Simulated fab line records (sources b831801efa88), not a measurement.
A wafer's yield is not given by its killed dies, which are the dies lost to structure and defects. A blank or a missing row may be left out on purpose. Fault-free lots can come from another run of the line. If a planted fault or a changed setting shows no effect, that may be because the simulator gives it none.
What tool caused it? | flow gf180mcu | 36 wafers sampled from 12 lots at 1 step of a route of 602

WHAT THE GAUGES SHOWED, per wafer
GF_M4_CD_MEAS_14: target cd 280 nm.
lot  | measured     | on        | cd-nm (nm)
L658 | day 23 15:20 | cd-sem-01 | 280.8 279.7 279.5
L661 | day 24 11:01 | cd-sem-01 | 277.6 277.2 277.0
L662 | day 24 20:34 | cd-sem-02 | 277.8 276.2 278.0
L664 | day 25 15:26 | cd-sem-01 | 280.6 280.6 279.7
L665 | day 25 21:44 | cd-sem-02 | 278.9 278.4 279.6
L666 | day 26 08:02 | cd-sem-02 | 280.9 280.0 280.0
L668 | day 27 03:50 | cd-sem-01 | 279.0 279.1 279.2
L669 | day 27 08:24 | cd-sem-02 | 280.6 280.2 278.5
L675 | day 29 00:14 | cd-sem-01 | 279.2 279.4 280.3
L677 | day 29 12:28 | cd-sem-01 | 280.7 280.2 279.8
L680 | day 30 06:25 | cd-sem-01 | 279.6 279.2 280.1
L681 | day 30 14:59 | cd-sem-01 | 281.0 281.1 280.5

WHICH TOOL RAN EACH LOT (tool, then ch and the chambers of the sampled wafers, then the start)
Before these readings, the record contains no process step.

AS READ BY THE TOOLS THEMSELVES (means over the sampled wafers that have a number; for cases with no such wafer, the mark the record gives instead)
The record holds no such reading with a usual standard deviation.

THE ANSWER, worked out from the rows above alone
Rule: usual is defined by the lots themselves. The widest of any qualifying gaps counts: lots, ordered by their means at a reading, are off when they make up no more than a third of the lots, leave a main group of 4 or more, and stand apart from it by 3 or more times the standard deviation of that group's means. A main group whose means are all the same, to the digits that the tables above print for the reading, isn't used. Also off: a lot with no number at a reading for which 4 or more lots have one. Where the step has rows for the other lots, those lots are counted as sound. The gauges are gone through in route order, then the tools' own readings, and for those a lot's mean is taken as printed above. The first step at which some lot is off is used, and at that step the reading that is off furthest; a lot without a number counts as furthest.
No lot is off at any reading shown: from this, nothing can be told.

WHAT THE SIMULATOR PUT IN
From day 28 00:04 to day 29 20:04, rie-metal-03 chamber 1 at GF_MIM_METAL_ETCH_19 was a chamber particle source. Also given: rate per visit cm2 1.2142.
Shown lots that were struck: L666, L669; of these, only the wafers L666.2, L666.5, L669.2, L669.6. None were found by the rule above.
